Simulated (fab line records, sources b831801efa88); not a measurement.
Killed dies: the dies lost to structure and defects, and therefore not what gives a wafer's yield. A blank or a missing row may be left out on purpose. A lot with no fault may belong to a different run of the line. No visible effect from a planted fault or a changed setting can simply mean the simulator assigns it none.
The same fault as seen by 2 desks	flow gf180mcu	every desk sees just its own numbers, and what lay behind them comes last

## THE METROLOGY DESK
Means of the sampled wafers that have a number, per lot and without regard to the tool the lot ran on: this is what the gauges read. If a lot's mean is further than 4 standard deviations from the usual mean, the lot is out of limits and carries the mark OUT (the distance appears in the brackets).
Columns: A = M3_ALCU_RS at GF_M3_RS_MEAS_05, usual 0.0694 ohm/sq; B = cd_nm at GF_M3_CD_MEAS_14, usual 279.7 nm
lot	first seen here	A	B
L776	day 20 08:32	0.0689	279.7
L778	day 21 04:34	0.0680	279.1
L779	day 21 09:14	0.0685	278.5
L781	day 22 08:21	0.0702	279.1
L783	day 23 09:17	0.0691	280.1
L786	day 24 12:53	0.0695	281.0
L785	day 24 16:07	0.0705	281.4
L788	day 25 03:52	0.0692	280.6
L789	day 25 11:53	0.0699	254.1 (-23) OUT
L791	day 25 15:44	0.0695	266.5 (-12) OUT
L797	day 27 18:50	0.0700	280.7
L798	day 28 15:53	0.0695	278.9
This desk's verdict: out of limits on L789, L791, starting with L789 at day 26 08:53 (cd_nm at GF_M3_CD_MEAS_14). In limits: L776, L778, L779, L781, L783, L786, L785, L788, L797, L798.

## DESK OF THE TOOL OWNER: krf_scanner-01
The tool's own readings at GF_M3_EXPOSE_11 (exposes mask Metal3, target cd 280 nm): means of the sampled wafers that have a number, for each lot that ran on this tool. If a lot's mean is further than 4 standard deviations from the usual mean, the lot is out of limits and carries the mark OUT (the distance appears in the brackets).
Columns: A = exposure_dose_mJ_cm2 at GF_M3_EXPOSE_11, usual 27.92
lot	first seen here	A
L781	day 22 19:54	28.01
L783	day 23 20:50	27.99
L786	day 24 23:28	27.97
L789	day 25 22:21	27.99
L791	day 26 02:10	27.99
This desk's verdict: no lot among the 5 shows anything out of limits.

## ALL TOGETHER
On L789, L791, the metrology desk was in a position to raise an alarm at day 26 08:53.
The desk of the tool owner found nothing out of limits.
On record at the tool owner's desk: L789, L791, within its limits.
On krf_scanner-01, each named lot ran GF_M3_EXPOSE_11.

## WHAT THE SIMULATOR HAD INSERTED
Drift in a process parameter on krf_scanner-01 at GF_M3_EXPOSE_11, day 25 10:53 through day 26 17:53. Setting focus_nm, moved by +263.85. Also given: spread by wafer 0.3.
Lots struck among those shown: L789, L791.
Per desk, hours elapsed from the start of the fault to the first reading out of limits: for the metrology desk, 22.
